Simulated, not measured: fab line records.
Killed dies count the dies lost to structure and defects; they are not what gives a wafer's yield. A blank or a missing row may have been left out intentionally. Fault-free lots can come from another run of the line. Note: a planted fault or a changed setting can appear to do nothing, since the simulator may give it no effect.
The tool behind it: which one? | flow gf180mcu | 14 lots with 42 wafers sampled at 4 steps, on a route of 602 steps

## WHAT THE GAUGES SHOWED, per wafer
GF_V1_OVL_MEAS_15.
lot  | measured     | on         | V1_OVL (nm)
L880 | day 18 07:33 | overlay-01 | -5 0 -2
L882 | day 19 02:01 | overlay-02 | -10 -2 -7
L883 | day 19 08:47 | overlay-01 | -3 -1 1
L884 | day 20 00:20 | overlay-02 | -1 -7 -2
L885 | day 20 02:59 | overlay-02 | -4 -3 -7
L887 | day 20 15:45 | overlay-01 | 2 4 -1
L890 | day 22 03:13 | overlay-02 | -5 -6 -1
L895 | day 23 19:10 | overlay-02 | 3 6 4
L896 | day 24 02:24 | overlay-02 | 7 0 13
L898 | day 24 17:29 | overlay-01 | 1 -6 -7
L899 | day 24 19:44 | overlay-02 | -7 0 2
L901 | day 25 12:44 | overlay-02 | 9 1 3
L902 | day 25 20:13 | overlay-02 | -15 -10 -8
L903 | day 26 07:58 | overlay-01 | -1 -4 -7

GF_M3_THK_MEAS_06: measures by xrf.
lot  | measured     | on           | M3_ALCU_THK (nm)
L880 | day 20 12:51 | filmMetro-01 | 453 447 452
L882 | day 21 07:40 | filmMetro-01 | 445 444 447
L883 | day 21 13:20 | filmMetro-01 | 448 449 446
L887 | day 22 20:07 | filmMetro-01 | 448 447 451
L890 | day 24 06:13 | filmMetro-01 | 450 445 448
L895 | day 25 19:37 | filmMetro-04 | 455 451 450
L896 | day 26 01:30 | filmMetro-01 | 455 457 458
L898 | day 26 16:14 | filmMetro-04 | 456 462 459
L899 | day 26 19:34 | filmMetro-04 | 459 460 458
L901 | day 27 10:40 | filmMetro-04 | 457 460 452
L902 | day 27 17:54 | filmMetro-04 | 451 459 453
L903 | day 28 05:22 | filmMetro-04 | 450 451 455

## WHICH TOOL RAN EACH LOT (tool, then ch and the chambers of the sampled wafers, then the start)
lot  | GF_V1_CVD_23                 | GF_V2_CMP_26
L880 | cvdW-02 ch 0,1, day 18 08:25 | cmp-02 ch 1,3, day 20 12:15
L882 | cvdW-02 ch 0,1, day 19 02:53 | cmp-01 ch 0,2, day 21 06:59
L883 | cvdW-02 ch 0,1, day 19 09:37 | cmp-02 ch 0,2, day 21 12:45
L884 | cvdW-02 ch 0,1, day 20 01:10 | cmp-02 ch 1,2,3, day 22 03:46
L885 | cvdW-02 ch 1, day 20 03:49   | cmp-02 ch 1,2,3, day 22 06:07
L887 | cvdW-01 ch 0,1, day 20 16:32 | cmp-01 ch 0,1,2, day 22 19:28
L890 | cvdW-01 ch 0,1, day 22 04:28 | cmp-02 ch 0,2,3, day 24 05:34
L895 | cvdW-02 ch 0,1, day 23 19:58 | cmp-01 ch 1,2,3, day 25 18:58
L896 | cvdW-02 ch 0,1, day 24 03:15 | cmp-01 ch 0,1,2, day 26 00:57
L898 | cvdW-02 ch 0,1, day 24 18:19 | cmp-02 ch 1,2,3, day 26 15:37
L899 | cvdW-01 ch 0,1, day 24 20:32 | cmp-02 ch 0,1, day 26 18:54
L901 | cvdW-01 ch 0,1, day 25 13:32 | cmp-02 ch 0,2,3, day 27 10:02
L902 | cvdW-01 ch 0,1, day 25 21:01 | cmp-02 ch 0,1, day 27 17:16
L903 | cvdW-01 ch 0,1, day 26 08:46 | cmp-01 ch 0,1,2, day 28 04:43
- GF_V1_CVD_23: deposits W, target thk 350 nm, time 105.05 s.
- GF_V2_CMP_26: polishes, stops on SiO2, t overpolish 15 s, target thk 0 nm.

## AS READ BY THE TOOLS THEMSELVES (means over the sampled wafers that have a number; for cases with no such wafer, the mark the record gives instead)
GF_V1_CVD_23.
lot  | tool    | heaterPowerW (W)
L880 | cvdW-02 | 877
L882 | cvdW-02 | 878
L883 | cvdW-02 | 861
L884 | cvdW-02 | 882
L885 | cvdW-02 | 837
L887 | cvdW-01 | 798
L890 | cvdW-01 | 876
L895 | cvdW-02 | 888
L896 | cvdW-02 | 857
L898 | cvdW-02 | 885
L899 | cvdW-01 | 888
L901 | cvdW-01 | 893
L902 | cvdW-01 | 803
L903 | cvdW-01 | 889

GF_V2_CMP_26.
lot  | tool   | edgeZonePressureFrac | headPressurePsi (psi) | motorCurrentA (A) | overpolishRunS (s) | timeToEndpointS (s)
L880 | cmp-02 | 1.000                | 3.490                 | 11.0              | 14.997             | 85
L882 | cmp-01 | 0.999                | 3.504                 | 10.5              | 14.997             | 88
L883 | cmp-02 | 0.995                | 3.497                 | 11.6              | 15.002             | 81
L884 | cmp-02 | -                    | -                     | -                 | -                  | -
L885 | cmp-02 | -                    | -                     | -                 | -                  | -
L887 | cmp-01 | 0.996                | 3.496                 | 10.4              | 15.002             | 82
L890 | cmp-02 | 0.999                | 3.495                 | 11.1              | 15.001             | 87
L895 | cmp-01 | 1.000                | 3.499                 | 11.5              | 15.004             | 89
L896 | cmp-01 | 1.003                | 3.506                 | 10.9              | 15.007             | 84
L898 | cmp-02 | 0.998                | 3.498                 | 11.1              | 15.000             | 87
L899 | cmp-02 | 0.999                | 3.505                 | 11.3              | 14.997             | 90
L901 | cmp-02 | 0.997                | 3.497                 | 11.4              | 15.016             | 86
L902 | cmp-02 | 0.997                | 3.503                 | 10.8              | 14.996             | 86
L903 | cmp-01 | 1.002                | 3.501                 | 11.1              | 14.999             | 84

## THE ANSWER, worked out from the rows above alone
Rule: the usual values come from the lots themselves. The widest of any qualifying gaps counts: lots, ordered by their means at a reading, are off when they make up no more than a third of the lots, leave a main group of 4 or more, and stand apart from it by 3 or more times the standard deviation of that group's means. A main group is skipped when, at the precision printed for the reading in the tables above, its means are all equal. A lot without any number at a reading at which 4 lots or more have one is off too. Where the step has rows for the other lots, those lots are counted as sound. Order of review: gauges by route order, followed by the tools' own readings, for which a lot's mean as printed above is used. At the first step where some lot is off, the reading lying furthest off is the one used; lots without a number count as furthest.
Off: L884, L885, at GF_V2_CMP_26 (edgeZonePressureFrac). Without a number there: L884, L885. For the main group the mean is 0.999 and the standard deviation 0.0022.
A tool fits if, at that step or a process step before it, it ran every lot that is off, and no sound lot after the first of them. No candidate that was tried fits.

## WHAT THE SIMULATOR HAD PUT IN
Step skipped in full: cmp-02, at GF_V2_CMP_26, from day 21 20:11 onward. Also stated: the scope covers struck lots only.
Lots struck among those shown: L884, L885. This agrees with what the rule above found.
